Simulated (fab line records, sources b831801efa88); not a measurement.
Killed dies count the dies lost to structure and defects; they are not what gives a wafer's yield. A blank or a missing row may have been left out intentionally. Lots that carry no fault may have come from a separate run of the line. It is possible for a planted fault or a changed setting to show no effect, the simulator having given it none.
Comparing a struck lot with a sound one :: flow sky130 :: 15 steps out of a route of 708
Sound: these wafers, L738.2, L738.3, L738.5. Wafers L741.1, L741.3, L741.4 were the ones struck. At the end, the cause is stated.
Each step with rows lists, per side, the tool, then ch with its chambers, then its first start. Under that, the readings that differ: sound wafers :: struck wafers :: difference of the means :: sigmas: that difference in standard deviations of wafers without a fault.
alike: readings with means less than 2 such deviations apart, plus words and numbers identical on both sides. not compared: withheld readings, readings lacking a value on some wafer, bounds such as >300 that could conceal the same value, and numbers that have no deviation in the record and whose values overlap.
A row with sigmas, a row that says differs or no value, or rows on one side alone: a step with any of these is where the two part. When numbers do not overlap yet have no deviation, they are printed without sigmas and do not part them. Lack of a reading on every wafer of one side parts them only where that side has two or more wafers.

SKY_CAPM_SPUTTER_02: material TiN, target thk 200 nm, time 166.7 s.
  sound: pvd_sputter-04 at day 39 01:08; struck: pvd_sputter-03 at day 41 03:37
  alike: throttle_valve_pct
SKY_CAPM_RS_MEAS_03: uses a four-point probe to measure.
  sound: film_metro-02 at day 39 01:16; struck: film_metro-02 at day 41 03:43
  alike: CAPM_TIN_RS
SKY_CAPM_THK_MEAS_04: measures by xrf.
  sound: film_metro-02 at day 39 01:22; struck: film_metro-02 at day 41 03:50
  alike: CAPM_TIN_THK
then, 7 steps without rows for these wafers: SKY_CAPM_DEHYDRATE_05 (time 60 s); SKY_CAPM_HMDS_06 (prime time 60 s); SKY_CAPM_COAT_07 (resist thk 1140 nm); SKY_CAPM_SOFTBAKE_08 (time 60 s); SKY_CAPM_EXPOSE_09 (exposes mask CAPM, target cd 1000 nm); SKY_CAPM_PEB_10; SKY_CAPM_DEVELOP_11 (develop time 60 s).
SKY_CAPM_OVL_MEAS_12:
  sound: overlay-01 at day 40 02:08; struck: overlay-01 at day 42 02:28
  alike: CAPM_OVL
SKY_CAPM_METAL_ETCH_13: etches TiN in Cl2/BCl3, stops on SiO2, target depth 220 nm, time 62.9 s.
  sound on rie_metal-03 ch 1, day 40 02:10; struck on rie_metal-01 ch 0,1, day 42 02:31
reading: mfc_cl2_sccm (sccm)
sound: 59.77 59.92 59.76
struck: 60.32 59.87 60.32
difference: +0.35
sigmas: +2
  alike: drypump_motor_current_A, oes_product_au, throttle_valve_pct
  not compared: rf_hours_counter_h
SKY_CAPM_STRIP_14: strips in O2/N2.
  sound on plasma_asher-03 ch 0,1, day 40 02:14; struck on plasma_asher-02 ch 0,1, day 42 02:35
reading: o2_flow_sccm (sccm)
sound: 3001 3005 2998
struck: 2404 2381 2409
difference: -603
sigmas: -70

reading: strip_time_to_endpoint_s (s)
sound: 12.58 12.63 12.67
struck: 12.75 12.72 12.76
difference: +0.12
sigmas: +2
  alike: drypump_motor_current_A, oes_product_au
  not compared: rf_hours_counter_h
then, 1 step without rows for these wafers: SKY_CAPM_STRIP_15 (strips in post etch residue remover, time 1200 s).
-- the record jumps here: 7 days lie between the struck wafers' starts before and after (it left off in module CAPM and takes up again in module PAD_OPEN, whose first step shown is number 708 of the route) --
SKY_PAD_OPEN_PROBE_99:
  only the struck wafers here have rows in the record (prober-01, day 49 11:11); the sound ones have none

WHERE THEY PART
Last at SKY_PAD_OPEN_PROBE_99 as far as this record goes, first at SKY_CAPM_METAL_ETCH_13.

WHY: the cause the simulator had injected
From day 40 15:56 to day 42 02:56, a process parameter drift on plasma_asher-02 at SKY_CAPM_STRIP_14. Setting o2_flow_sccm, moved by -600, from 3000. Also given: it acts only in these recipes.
